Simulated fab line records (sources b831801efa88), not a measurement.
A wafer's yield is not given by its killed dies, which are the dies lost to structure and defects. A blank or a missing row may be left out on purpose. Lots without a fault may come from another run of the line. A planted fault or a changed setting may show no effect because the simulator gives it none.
Matching of chambers | flow gf180mcu | 4 sister chambers for GF_V1_CMP_04 on cmp-01
The step polishes SiO2. 16 wafers are shown with their chamber, then 8 later ones without.

## EACH WAFER AND ITS CHAMBER
wafer  | chamber | motor current A (A) | time to endpoint s (s)
L881.2 | 3       | 11.3                | 81
L881.3 | 2       | 10.5                | 77
L881.5 | 0       | 9.6                 | 83
L883.2 | 3       | 11.7                | 78
L883.5 | 0       | 10.0                | 85
L883.6 | 1       | 12.2                | 84
L884.1 | 3       | 12.0                | 75
L884.4 | 2       | 11.1                | 85
L884.5 | 1       | 12.1                | 87
L891.1 | 2       | 10.6                | 75
L891.3 | 1       | 12.2                | 75
L891.4 | 3       | 11.7                | 76
L892.2 | 3       | 12.1                | 79
L892.5 | 1       | 11.5                | 86
L892.6 | 2       | 10.4                | 85
L894.1 | 2       | 10.9                | 76

SIGNATURES, as means of the wafers listed above
reading            | chamber 0 | chamber 1 | chamber 2 | chamber 3 | scatter within a chamber
motor current A    | 9.800     | 12.000    | 10.700    | 11.760    | 0.31
time to endpoint s | 84.00     | 83.00     | 79.60     | 77.80     | 4.22
Rule: a wafer's distance from a chamber is the root of the sum, over the readings, of the square of ((its reading less the chamber's mean) divided by the reading's scatter). The wafer belongs to the nearest chamber; if the next one is less than 2 further off, it can't be placed. The scatter is the square root of a quotient: the sum, over the shown wafers, of each reading's squared deviation from its chamber's mean, divided by wafers minus chambers.

## WAFERS WITHOUT THEIR CHAMBER
wafer  | motor current A (A) | time to endpoint s (s)
L894.3 | 12.6                | 76
L894.4 | 11.7                | 83
L898.3 | 9.8                 | 73
L898.4 | 11.3                | 81
L898.6 | 9.5                 | 78
L902.4 | 9.8                 | 80
L902.5 | 11.0                | 90
L902.6 | 12.4                | 76

## WHICH CHAMBER EACH WENT THROUGH
wafer  | from the rows above               | in truth
L894.3 | can't be placed: 1 or 3           | 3
L894.4 | can't be placed: 1 or 3           | 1
L898.3 | can't be placed: 0 or 2           | 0
L898.4 | can't be placed: 3 or 2 or 1      | 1
L898.6 | 0                                 | 0
L902.4 | can't be placed: 0 or 2           | 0
L902.5 | can't be placed: 2 or 1 or 3 or 0 | 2
L902.6 | can't be placed: 1 or 3           | 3
Placed correctly: 1 of 8. Can't be placed from these rows: 7 (the true chamber is among the candidates in 7). 0 placed wrongly.
